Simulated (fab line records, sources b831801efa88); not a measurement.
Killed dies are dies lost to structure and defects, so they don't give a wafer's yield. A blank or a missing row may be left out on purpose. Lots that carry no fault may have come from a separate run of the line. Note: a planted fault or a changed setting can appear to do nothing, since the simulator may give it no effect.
2 desks looking at one fault	flow gf180mcu	only its own numbers are on each desk; what lay behind them is given at the end

== METROLOGY DESK ==
Lot by lot, what the gauges showed, no matter which tool ran the lot: averages of those sampled wafers that carry a number. If a lot's mean is further than 4 standard deviations from the usual mean, the lot is out of limits and carries the mark OUT (the distance appears in the brackets).
Columns: A = CONTACT_W_RS at GF_CONTACT_RS_MEAS_25, usual 0.380 ohm/sq; B = CONTACT_W_THK at GF_CONTACT_THK_MEAS_26, usual 298 nm
lot	first seen here	A	B
L884	day 16 03:46	0.376	303
L891	day 19 09:29	0.387	289
L895	day 20 15:01	0.383	294
L896	day 20 19:05	0.377	300
L904	day 23 14:23	0.381	293
L906	day 24 05:26	0.376	299
L907	day 24 10:11	0.384	300
This desk's finding: nothing out of limits on any of the 7 lots.

== THE TOOL OWNER'S DESK: pvd_sputter-01 ==
The tool's own readings at GF_M1_SPUTTER_00 (material Ti, target thk 37.5 nm, time 150 s): means of the sampled wafers that have a number, for each lot that ran on this tool. If a lot's mean is further than 4 standard deviations from the usual mean, the lot is out of limits and carries the mark OUT (the distance appears in the brackets).
Columns: A = chamber_pressure_pa at GF_M1_SPUTTER_00, usual 2.000 Pa; B = throttle_valve_pct at GF_M1_SPUTTER_00, usual 30.5 %
lot	first seen here	A	B
L884	day 16 04:17	2.000	31.3
L891	day 19 09:56	2.001	31.3
L895	day 20 15:29	2.006	30.2
L896	day 20 19:34	1.997	30.3
L906	day 24 05:51	2.000	31.0
L907	day 24 10:38	2.000	32.2
This desk's finding: nothing out of limits on any of the 6 lots.

== TAKEN TOGETHER ==
The metrology desk saw nothing out of limits.
Nothing out of limits was seen by the tool owner's desk.

== WHAT WAS PUT IN BY THE SIMULATOR ==
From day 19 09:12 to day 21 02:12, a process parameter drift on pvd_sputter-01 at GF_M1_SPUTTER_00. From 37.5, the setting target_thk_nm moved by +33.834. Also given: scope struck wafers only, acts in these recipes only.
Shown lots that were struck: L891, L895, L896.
